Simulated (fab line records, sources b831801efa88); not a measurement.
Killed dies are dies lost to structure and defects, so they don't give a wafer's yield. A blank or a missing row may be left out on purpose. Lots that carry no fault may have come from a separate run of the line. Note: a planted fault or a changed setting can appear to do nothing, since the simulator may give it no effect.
The same fault as seen by 2 desks / flow gf180mcu / numbers are kept per desk, each desk with only its own; the story behind them comes last

DESK OF THE TOOL OWNER: pvd-sputter-01
The tool's own readings at GF_MIM_SPUTTER_02 (material AlCu, target thk 450 nm, time 23.9 s): means of the sampled wafers that have a number, for each lot that ran on this tool. Any lot whose mean is over 4 standard deviations away from the usual mean is out of limits and marked OUT; that distance is given in the brackets.
Columns: A = throttle-valve-pct at GF_MIM_SPUTTER_02, usual 29.7 %
lot=L923; first seen here=day 27 07:09; A=30.3
lot=L931; first seen here=day 29 17:46; A=28.9
lot=L932; first seen here=day 29 23:34; A=29.6
lot=L934; first seen here=day 30 03:41; A=30.2
Finding of this desk: none of the 4 lots has anything out of limits.

THE METROLOGY DESK
Lot by lot, what the gauges showed, no matter which tool ran the lot: averages of those sampled wafers that carry a number. Any lot whose mean is over 4 standard deviations away from the usual mean is out of limits and marked OUT; that distance is given in the brackets.
Columns: A = V4_W_RS at GF_V4_RS_MEAS_24, usual 0.328 ohm/sq; B = V4_W_THK at GF_V4_THK_MEAS_25, usual 354 nm
lot=L921; first seen here=day 26 07:05; A=0.327; B=352
lot=L923; first seen here=day 27 06:32; A=0.335; B=344
lot=L931; first seen here=day 29 17:11; A=0.329; B=348
lot=L932; first seen here=day 29 22:59; A=0.328; B=350
lot=L934; first seen here=day 30 03:07; A=0.325; B=358
lot=L937; first seen here=day 30 19:59; A=0.325; B=358
lot=L939; first seen here=day 31 04:04; A=0.330; B=350
Finding of this desk: none of the 7 lots has anything out of limits.

ALL TOGETHER
The tool owner's desk saw nothing out of limits.
Nothing out of limits was seen by the metrology desk.

WHAT THE SIMULATOR PUT IN
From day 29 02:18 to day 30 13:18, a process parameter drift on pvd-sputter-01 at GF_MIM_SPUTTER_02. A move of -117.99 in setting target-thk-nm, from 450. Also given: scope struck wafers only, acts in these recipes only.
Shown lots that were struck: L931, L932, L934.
